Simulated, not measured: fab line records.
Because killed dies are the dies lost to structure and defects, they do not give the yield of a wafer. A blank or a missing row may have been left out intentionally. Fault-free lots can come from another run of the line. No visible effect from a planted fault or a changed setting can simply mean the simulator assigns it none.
fab line records	flow sky130
record lots=14	wafers=42	last_day=50
route steps=708 shown RES_PROTECT@215 POLY_GATE@230 LDD_HVN@271
lots untouched by any fault: they come from a run of this same line in which no faults occurred
start_h: hours from the record's opening day to when the first of the lot's shown wafers began	wait_h: how many hours have passed since the lot's step before this one	" same as the row above	L1.1+2: a single row standing in for several wafers	- either no value or no given start	* or withheld: withheld	< > ~ a bound
route shown NAME@n: a module of which the file shows steps, and the number in the route of the first	usual: mean/standard deviation of fault-free wafers	same: alike in all rows	chamber/n: place in a boat	sites: per-site readings	_std_site: the standard deviation of these	_edge_site: mean of outer sites minus mean of inner sites	radius_mm: how far each site lies from the wafer's centre	mask NAME#n: copy n	behind: the last tool/chamber to shape the wafer	hold: why the lot was held/for how many hours/how that ended	device: transistor that didn't switch, given as n, p or np	end of line: the route-end tests of the same wafers	for a step that has no rows: nothing shown but its recipe	killed: dies lost to structure and defects at the first sort, not the wafer's yield	map: shows each die of a wafer: x if killed, . if not, _ if none is there
set.NAME: the setting as run; set.NAME@STEP: as run at that earlier step	model.NAME: the simulator's own value behind a step, which no gauge read
steps of the route over a sample of lots; a table a step, a row a wafer
services: a tool's chamber out of use, with start hour (start_h, from the record's first day; less than 0 if before it), hours out, and reason
## steps
# step SKY_RES_PROTECT_TW_MEAS_08
# usual POLY_GATE_TW=4003/27
lot.wafer	tool	chamber	start_h	wait_h	POLY_GATE_TW
L867.2	film_metro-02	-	334.16	0.1	4024
L867.3	"	-	"	"	4022
L867.5	"	-	"	"	4003
L872.3	film_metro-02	-	391.33	0.1	4032
L872.5	"	-	"	"	4014
L872.6	"	-	"	"	4036
L874.2	film_metro-04	-	400.76	0.1	3990
L874.4	"	-	"	"	3999
L874.6	"	-	"	"	4002
L880.4	film_metro-02	-	454.75	0.1	4043
L880.5	"	-	"	"	4033
L880.6	"	-	"	"	4045
L881.1	film_metro-01	-	461.76	0.1	3995
L881.5	"	-	"	"	4000
L881.6	"	-	"	"	3977
L882.2	film_metro-02	-	462.07	0.1	4026
L882.4	"	-	"	"	4030
L882.5	"	-	"	"	4045
L883.1	film_metro-01	-	474.40	0.1	3991
L883.2	"	-	"	"	3971
L883.6	"	-	"	"	3967
L884.1	film_metro-01	-	482.42	0.1	3974
L884.3	"	-	"	"	3978
L884.5	"	-	"	"	4000
L885.2	film_metro-02	-	496.77	0.1	4050
L885.3	"	-	"	"	4047
L885.4	"	-	"	"	4042
L886.1	film_metro-01	-	522.86	0.1	3974
L886.4	"	-	"	"	3989
L886.5	"	-	"	"	3979
L889.1	film_metro-02	-	532.85	0.1	4032
L889.3	"	-	"	"	4012
L889.5	"	-	"	"	4013
L888.2	film_metro-01	-	533.93	0.1	3966
L888.5	"	-	"	"	3970
L888.6	"	-	"	"	3968
L887.1	film_metro-02	-	535.70	0.1	4012
L887.4	"	-	"	"	3992
L887.5	"	-	"	"	4011
L890.2	film_metro-02	-	538.77	0.1	4054
L890.3	"	-	"	"	4028
L890.5	"	-	"	"	4031
# step SKY_POLY_GATE_ETCH_16
# recipe stop_on=poly-Si	chemistry=CH3F/O2	target=Si3N4	source_w=400	bias_w=80	pressure_mtorr=25	ch3f_flow_sccm=40	O2_flow_sccm=30	time_s=147.5	target_depth_a=750
# usual drypump_motor_current_A=5.6/0.5	oes_product_au=0.641/0.0053	throttle_valve_pct=10.536/0.009
lot.wafer	tool	chamber	start_h	wait_h	drypump_motor_current_A	oes_product_au	rf_hours_counter_h	throttle_valve_pct
L867.2	rie_diel-01	2	364.00	0.0	5.4	0.653	94	10.538
L867.3	"	0	"	"	5.5	0.637	58	10.536
L867.5	"	2	"	"	5.4	0.636	-	10.539
L872.3	rie_diel-03	2	424.41	0.0	5.1	0.647	98	10.530
L872.5	"	1	"	"	5.5	0.646	-	10.535
L872.6	"	2	"	"	5.1	0.652	-	10.528
L874.2	rie_diel-03	0	432.34	0.0	6.6	0.639	13	10.542
L874.4	"	1	"	"	5.6	0.638	103	10.526
L874.6	"	1	"	"	5.5	0.638	-	10.527
L880.4	rie_diel-03	1	486.24	0.0	5.5	0.645	0	10.530
L880.5	"	1	"	"	5.5	0.638	-	10.534
L880.6	"	0	"	"	6.6	0.653	-	10.526
L881.1	rie_diel-01	1	494.05	0.0	5.0	0.638	38	10.532
L881.5	"	1	"	"	5.0	0.642	-	10.534
L881.6	"	3	"	"	6.1	0.639	-	10.548
L882.2	rie_diel-02	3	495.19	0.0	5.7	0.639	1	10.523
L882.4	"	2	"	"	6.2	0.639	85	10.546
L882.5	"	0	"	"	5.0	0.641	-	10.529
L883.1	rie_diel-02	1	506.26	0.0	5.2	0.633	53	10.544
L883.2	"	3	"	"	5.7	0.635	1	10.527
L883.6	"	1	"	"	5.3	0.647	-	10.531
L884.1	rie_diel-03	1	514.34	0.0	5.5	0.636	1	10.535
L884.3	"	0	"	"	6.6	0.644	15	10.531
L884.5	"	1	"	"	5.5	0.641	-	10.545
L885.2	rie_diel-02	3	528.79	0.0	5.7	0.639	2	10.542
L885.3	"	0	"	"	5.0	0.637	81	10.528
L885.4	"	3	"	"	5.7	0.637	-	10.526
L886.1	rie_diel-01	3	554.71	0.0	6.1	0.646	18	10.531
L886.4	"	2	"	"	5.5	0.647	1	10.540
L886.5	"	2	"	"	5.5	0.638	-	10.531
L889.1	rie_diel-03	2	564.94	0.0	5.1	0.644	1	10.523
L889.3	"	1	"	"	5.5	0.643	2	10.545
L889.5	"	1	"	"	5.5	0.648	-	10.543
L888.2	rie_diel-02	3	566.19	0.0	5.7	0.650	2	10.543
L888.5	"	1	"	"	5.2	0.639	-	10.537
L888.6	"	3	"	"	5.7	0.645	-	10.539
L887.1	rie_diel-01	2	567.14	0.0	5.5	0.654	2	10.546
L887.4	"	0	"	"	5.5	0.640	62	10.538
L887.5	"	0	"	"	5.5	0.640	-	10.526
L890.2	rie_diel-02	0	571.45	0.0	5.0	0.641	82	10.520
L890.3	"	1	"	"	5.2	0.641	54	10.532
L890.5	"	1	"	"	5.2	0.646	-	10.543
# step SKY_POLY_GATE_STRIP_18
# recipe chemistry=O2/N2	power_w=1400	pressure_mtorr=1500	platen_temp_c=withheld	o2_flow_sccm=3000	n2_flow_sccm=300	overash_fraction=0.5
# usual drypump_motor_current_A=5.5/0.42	o2_flow_sccm=3000/8.4	oes_product_au=0.361/0.005	strip_time_to_endpoint_s=3.18/0.059
lot.wafer	tool	chamber	start_h	wait_h	drypump_motor_current_A	o2_flow_sccm	oes_product_au	rf_hours_counter_h	strip_time_to_endpoint_s
L867.2	plasma_asher-01	1	364.15	0.0	5.0	2995	0.362	69	3.22
L867.3	"	0	"	"	5.7	2990	0.360	-	3.14
L867.5	"	1	"	"	5.0	2987	0.366	-	3.21
L872.3	plasma_asher-03	0	424.60	0.1	6.1	3012	0.362	-	3.12
L872.5	"	0	"	"	6.1	3007	0.369	-	3.24
L872.6	"	1	"	"	5.1	3015	0.363	-	3.16
L874.2	plasma_asher-03	1	432.49	0.0	5.1	2999	0.357	29	3.12
L874.4	"	0	"	"	6.1	2991	0.354	-	3.23
L874.6	"	1	"	"	5.1	2989	0.366	-	3.24
L880.4	plasma_asher-02	1	486.43	0.1	5.9	2984	0.357	-	3.22
L880.5	"	0	"	"	5.7	3005	0.361	-	3.18
L880.6	"	1	"	"	5.8	3001	0.363	-	3.14
L881.1	plasma_asher-01	0	494.20	0.0	5.7	2999	0.360	6	3.27
L881.5	"	1	"	"	4.9	2987	0.362	-	3.31
L881.6	"	0	"	"	5.7	3011	0.362	-	3.24
L882.2	plasma_asher-01	0	495.34	0.0	5.7	3011	0.358	6	3.13
L882.4	"	1	"	"	4.9	3010	0.366	-	3.24
L882.5	"	0	"	"	5.6	2994	0.354	-	3.09
L883.1	plasma_asher-02	0	506.41	0.0	5.7	2993	0.360	83	3.21
L883.2	"	1	"	"	5.8	2986	0.350	83	3.17
L883.6	"	1	"	"	5.8	2995	0.361	-	3.18
L884.1	plasma_asher-03	1	514.49	0.0	5.1	3005	0.357	37	3.18
L884.3	"	1	"	"	5.1	3010	0.359	-	3.11
L884.5	"	0	"	"	6.1	2973	0.366	-	3.18
L885.2	plasma_asher-01	1	528.94	0.0	5.0	2999	0.365	9	3.14
L885.3	"	0	"	"	5.7	3001	0.347	-	3.06
L885.4	"	1	"	"	5.0	2994	0.366	-	3.12
L886.1	plasma_asher-03	1	554.86	0.0	5.1	3008	0.370	41	3.25
L886.4	"	1	"	"	5.1	3001	0.357	-	3.16
L886.5	"	0	"	"	6.1	3001	0.356	-	3.14
L889.1	plasma_asher-01	1	565.09	0.0	4.9	2997	0.362	13	3.25
L889.3	"	0	"	"	5.7	3013	0.367	-	3.28
L889.5	"	0	"	"	5.7	3002	0.368	-	3.25
L888.2	plasma_asher-03	1	566.34	0.0	5.1	3015	0.365	42	3.18
L888.5	"	1	"	"	5.1	2999	0.349	-	3.20
L888.6	"	0	"	"	6.1	3005	0.357	-	3.17
L887.1	plasma_asher-01	1	567.29	0.0	5.0	3008	0.366	13	3.23
L887.4	"	1	"	"	5.0	2992	0.356	-	3.16
L887.5	"	1	"	"	5.0	2997	0.357	-	3.18
L890.2	plasma_asher-03	0	571.60	0.0	6.1	2993	0.363	43	3.15
L890.3	"	0	"	"	6.1	2988	0.360	-	3.23
L890.5	"	0	"	"	6.1	2987	0.364	-	3.20
# step SKY_LDD_HVN_EXPOSE_04
# recipe mask_id=HVNTM	na=0.6	source_shape=conventional	sigma_outer=0.6	polarization=unpolarized	target_cd_nm=700	dose_mj=127
# usual exposure_dose_mJ_cm2=126.99/0.12	focus_offset_nm=0.1/0.44	reticle_temp_C=22.99/0.11
lot.wafer	tool	chamber	start_h	wait_h	mask	exposure_dose_mJ_cm2	focus_offset_nm	reticle_temp_C
L867.2	iline_stepper-01	0	440.89	-	HVNTM#0	127.09	0.0	23.14
L867.3	"	0	"	"	HVNTM#0	127.10	-0.1	23.03
L867.5	"	0	"	"	HVNTM#0	127.11	-0.9	23.04
L872.3	iline_stepper-01	-	505.18	-	HVNTM#0	-	-	-
L872.5	"	-	"	"	HVNTM#0	-	-	-
L872.6	"	-	"	"	HVNTM#0	-	-	-
L874.2	iline_stepper-02	-	511.76	-	HVNTM#0	-	-	-
L874.4	"	-	"	"	HVNTM#0	-	-	-
L874.6	"	-	"	"	HVNTM#0	-	-	-
L880.4	iline_stepper-02	0	564.43	-	HVNTM#0	127.15	1.0	23.04
L880.5	"	0	"	"	HVNTM#0	127.00	-1.1	22.99
L880.6	"	0	"	"	HVNTM#0	127.03	0.1	23.04
L881.1	iline_stepper-02	0	572.02	-	HVNTM#0	127.04	0.3	23.21
L881.5	"	0	"	"	HVNTM#0	126.97	-0.1	23.09
L881.6	"	0	"	"	HVNTM#0	127.06	-0.4	23.08
L882.2	iline_stepper-02	0	573.58	-	HVNTM#0	127.12	0.0	22.80
L882.4	"	0	"	"	HVNTM#0	127.23	0.3	22.95
L882.5	"	0	"	"	HVNTM#0	126.93	-0.6	23.02
L883.1	iline_stepper-02	0	584.55	-	HVNTM#0	126.81	0.1	22.94
L883.2	"	0	"	"	HVNTM#0	126.86	-0.7	22.89
L883.6	"	0	"	"	HVNTM#0	126.90	0.3	22.82
L884.1	iline_stepper-01	0	590.99	-	HVNTM#0	126.75	0.2	22.88
L884.3	"	0	"	"	HVNTM#0	126.86	-0.1	22.93
L884.5	"	0	"	"	HVNTM#0	126.83	-0.5	23.02
L885.2	iline_stepper-01	0	606.23	-	HVNTM#0	127.06	0.6	23.06
L885.3	"	0	"	"	HVNTM#0	127.10	0.4	22.90
L885.4	"	0	"	"	HVNTM#0	127.11	0.2	22.88
L886.1	iline_stepper-01	0	630.35	-	HVNTM#0	126.85	1.1	22.94
L886.4	"	0	"	"	HVNTM#0	126.98	0.5	23.07
L886.5	"	0	"	"	HVNTM#0	126.99	0.3	23.01
L889.1	iline_stepper-02	0	640.14	-	HVNTM#0	126.82	-0.4	23.06
L889.3	"	0	"	"	HVNTM#0	126.75	0.2	23.17
L889.5	"	0	"	"	HVNTM#0	126.61	0.2	23.08
L888.2	iline_stepper-02	0	641.87	-	HVNTM#0	127.01	-0.5	23.06
L888.5	"	0	"	"	HVNTM#0	127.12	-0.1	22.83
L888.6	"	0	"	"	HVNTM#0	127.02	0.0	22.85
L887.1	iline_stepper-01	0	642.39	-	HVNTM#0	127.01	-0.4	23.25
L887.4	"	0	"	"	HVNTM#0	126.82	-0.1	23.12
L887.5	"	0	"	"	HVNTM#0	126.98	-0.9	23.17
L890.2	iline_stepper-01	0	648.14	-	HVNTM#0	127.01	-0.6	22.81
L890.3	"	0	"	"	HVNTM#0	127.07	-0.5	22.96
L890.5	"	0	"	"	HVNTM#0	126.92	-0.2	22.90
## services
tool	chamber	start_h	hours	kind
rie_diel-01	2	349.04	5.6	repair
iline_stepper-02	-	361.34	1.7	pm
iline_stepper-02	-	377.52	1.2	repair
iline_stepper-02	-	391.74	4.7	repair
plasma_asher-01	-	402.99	1.4	repair
rie_diel-01	-	406.00	0.1	repair
rie_diel-02	1	408.44	15.8	repair
plasma_asher-01	-	421.25	9.0	pm
iline_stepper-01	-	444.58	1.2	repair
rie_diel-03	1	450.32	4.8	repair
iline_stepper-01	-	470.84	1.7	pm
rie_diel-03	2	486.60	5.2	repair
rie_diel-02	2	500.01	72.1	repair
rie_diel-01	1	507.38	44.2	repair
rie_diel-02	-	516.80	2.8	pm
rie_diel-03	-	530.21	0.3	repair
iline_stepper-01	-	545.57	20.2	repair
iline_stepper-02	-	546.18	1.1	repair
iline_stepper-01	-	562.46	0.8	repair
iline_stepper-01	-	577.68	13.0	repair
iline_stepper-02	-	590.69	1.7	pm
iline_stepper-01	-	638.27	3.9	repair
rie_diel-02	0	639.83	1.4	repair
rie_diel-03	0	647.38	2.0	repair
## key
first_sign step=SKY_LDD_HVN_EXPOSE_04	reading=tool_record	direction=missing
effect none on later readings
met_at SKY_LDD_HVN_EXPOSE_04
struck_lots L872,L874
sort_left_out L872.3,L872.5,L872.6,L874.2,L874.4,L874.6
tester_left_out L872,L874
not_acting_at SKY_RES_PROTECT_TW_MEAS_08,SKY_POLY_GATE_ETCH_16,SKY_POLY_GATE_STRIP_18
onset_between 440.89 505.18
fault kind=skipped_step_whole	tool=iline_stepper-01,iline_stepper-02	chamber=-	onset_h=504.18	steps=SKY_LDD_HVN_EXPOSE_04	scope=struck_lots_only
# tester_left_out: of these lots the tester's yield and bins aren't shown, on N5 and GAA mostly nor the transistor test; their killed dies are dies lost to structure and defects alone, not to doping, threshold or leakage, so they don't give the yield
# sort_left_out: the simulated sort isn't trusted on such a fault, so these wafers' sort isn't shown, and their yield isn't known
